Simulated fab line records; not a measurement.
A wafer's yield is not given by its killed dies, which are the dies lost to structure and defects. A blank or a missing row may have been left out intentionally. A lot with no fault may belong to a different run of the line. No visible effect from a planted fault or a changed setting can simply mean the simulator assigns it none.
2 desks, one fault ; flow gf180mcu ; each desk has only its own numbers; what lay behind them comes last

## FROM THE METROLOGY DESK
What the gauges read for every lot (on any tool): the sampled wafers with a number, averaged. Any lot whose mean is over 4 standard deviations away from the usual mean is out of limits and marked OUT; that distance is given in the brackets.
Columns: A = HV_LDD_3_TW at GF_HV_LDD_TW_MEAS_38, usual 1441; B = NSD_RS at GF_PSD_RS_MEAS_14, usual 46.10 ohm/sq; C = PSD_RS at GF_PSD_RS_MEAS_15, usual 108.6 ohm/sq
lot;first seen here;A;B;C
L110;day 11 11:25;1481;46.17;108.4
L118;day 13 22:11;1443;40.98 (-54) OUT;93.8 (-46) OUT
L121;day 15 02:10;1411;40.96 (-54) OUT;93.9 (-46) OUT
L125;day 16 09:50;1485;46.11;108.5
L126;day 17 02:06;1448;46.08;108.7
L127;day 17 08:07;1478;46.06;108.3
L128;day 17 14:39;1480;46.08;108.6
L129;day 17 21:22;1410;46.06;108.4
L130;day 18 03:23;1441;46.13;108.9
L131;day 18 13:46;1442;46.23;108.5
L132;day 18 18:46;1442;46.18;108.3
L133;day 19 02:29;1479;46.12;108.8
This desk reports L118, L121 out of limits; the earliest was L118 at day 16 19:55 (NSD_RS at GF_PSD_RS_MEAS_14). L110, L125, L126, L127, L128, L129, L130, L131, L132, L133 stayed within limits.

## DESK OF THE TOOL OWNER: rtp_anneal-02
At GF_PSD_RTA_13 (time 20 s), the tool's own readings, given per lot that ran on this tool as the mean of the sampled wafers with a number. Any lot whose mean is over 4 standard deviations away from the usual mean is out of limits and marked OUT; that distance is given in the brackets.
Columns: A = chamber_o2_ppm at GF_PSD_RTA_13, usual 2.002; B = lamp_power_pct at GF_PSD_RTA_13, usual 33.0 %; C = wafer_temp_C_max at GF_PSD_RTA_13, usual 1030.6
lot;first seen here;A;B;C
L110;day 14 03:15;1.987;35.0;1028.4
L118;day 16 19:49;1.996;38.2;1063.2 (+23) OUT
L121;day 18 00:03;1.986;38.3;1063.2 (+23) OUT
L133;day 22 07:01;1.990;35.0;1028.9
This desk finds L118, L121 out of limits, L118 being first, at day 16 19:49 (wafer_temp_C_max at GF_PSD_RTA_13). L110, L133 stayed within limits.

## PUT TOGETHER
At day 16 19:49, on L118, L121, the tool owner's desk was in a position to raise an alarm.
At day 16 19:55 the metrology desk could have sounded an alarm, on L118, L121.
GF_PSD_RTA_13 was run on rtp_anneal-02 by each of the lots named.

## WHAT HAD BEEN PUT IN BY THE SIMULATOR
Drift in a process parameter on rtp_anneal-02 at GF_PSD_RTA_13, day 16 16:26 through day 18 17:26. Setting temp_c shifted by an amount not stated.
Shown lots that were struck: L118, L121.
Counting hours from when the fault started, the first reading out of limits came at 3 for the tool owner's desk and at 3 for the metrology desk.
